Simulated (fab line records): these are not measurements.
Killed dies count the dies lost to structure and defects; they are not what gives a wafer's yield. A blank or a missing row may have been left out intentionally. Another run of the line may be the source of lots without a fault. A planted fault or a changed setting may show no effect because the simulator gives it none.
Which of the tools did it? / flow gf180mcu / 12 lots, 36 wafers sampled, at 3 steps of a route of 602

## WHAT EACH GAUGE READ, for each wafer
GF_V3_BOW_MEAS_05.
lot=L075; measured=day 21 15:07; on=film_metro-01; V3_BOW (um)=108 122 112
lot=L077; measured=day 22 15:41; on=film_metro-04; V3_BOW (um)=122 119 132
lot=L079; measured=day 23 13:00; on=film_metro-03; V3_BOW (um)=101 97 126
lot=L081; measured=day 24 05:57; on=film_metro-03; V3_BOW (um)=117 126 124
lot=L083; measured=day 25 04:50; on=film_metro-04; V3_BOW (um)=113 115 107
lot=L085; measured=day 25 10:26; on=film_metro-01; V3_BOW (um)=119 113 113
lot=L087; measured=day 26 01:13; on=film_metro-04; V3_BOW (um)=125 124 124
lot=L089; measured=day 26 18:22; on=film_metro-04; V3_BOW (um)=112 108 115
lot=L091; measured=day 27 03:50; on=film_metro-03; V3_BOW (um)=113 118 113
lot=L093; measured=day 27 21:31; on=film_metro-04; V3_BOW (um)=120 124 123
lot=L095; measured=day 28 20:19; on=film_metro-03; V3_BOW (um)=120 113 114
lot=L097; measured=day 28 23:20; on=film_metro-03; V3_BOW (um)=112 113 115

## EACH LOT AND THE TOOL THAT RAN IT (in order: tool; ch and the chambers of the sampled wafers; start)
lot=L075; GF_V1_STRIP_18=plasma_asher-02 ch 0,1, day 18 07:35; GF_V2_ETCH_16=rie_diel-02 ch 0,1,2, day 20 11:49
lot=L077; GF_V1_STRIP_18=plasma_asher-04 ch 0, day 19 08:44; GF_V2_ETCH_16=rie_diel-03 ch 0,1,2, day 21 12:54
lot=L079; GF_V1_STRIP_18=plasma_asher-02 ch 0,1, day 20 09:47; GF_V2_ETCH_16=rie_diel-02 ch 0,1,2, day 22 11:43
lot=L081; GF_V1_STRIP_18=plasma_asher-03 ch 0,1, day 21 02:38; GF_V2_ETCH_16=rie_diel-03 ch 1,3, day 23 03:55
lot=L083; GF_V1_STRIP_18=plasma_asher-03 ch 0,1, day 22 02:21; GF_V2_ETCH_16=rie_diel-02 ch 0,1,2, day 24 02:43
lot=L085; GF_V1_STRIP_18=plasma_asher-04 ch 0,1, day 22 10:15; GF_V2_ETCH_16=rie_diel-03 ch 1,2,3, day 24 10:51
lot=L087; GF_V1_STRIP_18=plasma_asher-02 ch 0,1, day 23 01:21; GF_V2_ETCH_16=rie_diel-01 ch 0,1,2, day 25 01:19
lot=L089; GF_V1_STRIP_18=plasma_asher-02 ch 0,1, day 23 18:48; GF_V2_ETCH_16=rie_diel-03 ch 0,1,3, day 25 16:13
lot=L091; GF_V1_STRIP_18=plasma_asher-02 ch 0,1, day 24 06:36; GF_V2_ETCH_16=rie_diel-03 ch 0,1,3, day 26 04:16
lot=L093; GF_V1_STRIP_18=plasma_asher-04 ch 1, day 25 01:06; GF_V2_ETCH_16=rie_diel-01 ch 1,2,3, day 26 21:58
lot=L095; GF_V1_STRIP_18=plasma_asher-02 ch 1, day 26 02:11; GF_V2_ETCH_16=rie_diel-02 ch 0,2,3, day 27 21:33
lot=L097; GF_V1_STRIP_18=plasma_asher-04 ch 0,1, day 26 06:02; GF_V2_ETCH_16=rie_diel-03 ch 0,3, day 28 01:06
- GF_V1_STRIP_18: strips in O2/N2.
- GF_V2_ETCH_16: etches BARC in N2/H2.

## THE ANSWER, worked out from the rows above alone
Rule: usual is defined by the lots themselves. The widest of any qualifying gaps counts: lots, ordered by their means at a reading, are off when they make up no more than a third of the lots, leave a main group of 4 or more, and stand apart from it by 3 or more times the standard deviation of that group's means. A main group whose means are all the same, to the digits that the tables above print for the reading, isn't used. Also off: a lot with no number at a reading for which 4 or more lots have one. Where the step has rows for the other lots, those lots are counted as sound.
No lot is off at any reading shown: from this, nothing can be told.

## WHAT WAS PUT IN BY THE SIMULATOR
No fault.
